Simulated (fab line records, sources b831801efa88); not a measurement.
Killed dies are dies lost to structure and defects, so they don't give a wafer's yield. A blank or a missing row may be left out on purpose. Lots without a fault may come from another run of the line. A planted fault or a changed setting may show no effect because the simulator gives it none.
One fault seen from 2 desks | flow gf180mcu | each desk has only its own numbers; what lay behind them comes last

THE TOOL OWNER'S DESK: implanter-01
The tool's own readings at GF_VT_IMPLANT_IMPLANT_41: means of the sampled wafers that have a number, for each lot that ran on this tool. A lot is out of limits, marked OUT, if its mean lies more than 4 standard deviations from the usual mean; the brackets give that distance.
Columns: A = end_station_pressure_torr at GF_VT_IMPLANT_IMPLANT_41, usual 5.01e-06 Torr; B = tilt_deg at GF_VT_IMPLANT_IMPLANT_41, usual 6.994 degrees
lot  | first seen here | A        | B
L770 | day 8 21:46     | 5.06e-06 | 7.008
L773 | day 9 20:27     | 4.72e-06 | 7.008
L774 | day 9 21:13     | 4.91e-06 | 7.019
L775 | day 10 04:34    | 5.28e-06 | 7.003
L777 | day 10 21:37    | 5.17e-06 | 0.004 (-99 or more) OUT
L781 | day 12 05:44    | 4.95e-06 | -0.005 (-99 or more) OUT
This desk's finding: out of limits on L777, L781; first on L777, day 10 21:37 (tilt_deg at GF_VT_IMPLANT_IMPLANT_41). In limits: L770, L773, L774, L775.

THE METROLOGY DESK
What the gauges read, lot by lot, whatever tool the lot ran on: means of the sampled wafers that have a number. A lot is out of limits, marked OUT, if its mean lies more than 4 standard deviations from the usual mean; the brackets give that distance.
Columns: A = MVSD_OVL at GF_MVSD_OVL_MEAS_07, usual -0.9 nm; B = VT_IMPLANT_OVL at GF_VT_IMPLANT_OVL_MEAS_07, usual -0.9 nm; C = VT_IMPLANT_TW at GF_VT_IMPLANT_TW_MEAS_10, usual 574; D = VT_IMPLANT_4_TW at GF_VT_IMPLANT_TW_MEAS_43, usual 693
lot  | first seen here | A    | B    | C   | D
L766 | day 4 15:20     | -0.6 | -0.1 | 581 | 703
L770 | day 5 15:41     | -1.9 | -2.0 | 586 | 686
L771 | day 5 18:51     | -0.9 | -2.9 | 582 | 688
L772 | day 5 21:41     | 1.2  | -2.8 | 582 | 703
L773 | day 6 11:12     | -0.1 | 0.2  | 572 | 692
L774 | day 6 11:50     | -1.0 | -1.6 | 569 | 691
L775 | day 6 18:11     | -2.2 | -1.6 | 572 | 692
L777 | day 7 08:47     | -2.0 | 0.5  | 570 | 618 (-14) OUT
L778 | day 7 18:36     | -3.0 | -1.8 | 571 | 696
L779 | day 8 05:14     | 0.8  | 0.1  | 565 | 689
L781 | day 8 11:38     | 0.2  | -0.8 | 571 | 621 (-13) OUT
L786 | day 9 14:20     | -1.0 | -0.0 | 569 | 686
L787 | day 9 16:20     | -0.4 | 0.1  | 572 | 698
L788 | day 9 23:56     | -1.8 | 0.0  | 570 | 689
This desk's finding: out of limits on L777, L781; first on L777, day 10 21:52 (VT_IMPLANT_4_TW at GF_VT_IMPLANT_TW_MEAS_43). In limits: L766, L770, L771, L772, L773, L774, L775, L778, L779, L786, L787, L788.

PUT TOGETHER
The tool owner's desk could have raised an alarm at day 10 21:37, on L777, L781.
The metrology desk could have raised an alarm at day 10 21:52, on L777, L781.
Of the lots named, all ran GF_VT_IMPLANT_IMPLANT_41 on implanter-01.

WHAT THE SIMULATOR HAD PUT IN
Process parameter drift: implanter-01, from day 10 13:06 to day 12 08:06, at GF_VT_IMPLANT_IMPLANT_41. Setting tilt_deg, moved by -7, from 7. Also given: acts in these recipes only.
Lots struck among those shown: L777, L781.
Hours from the fault's start to each desk's first reading out of limits: the tool owner's desk, 9; the metrology desk, 9.
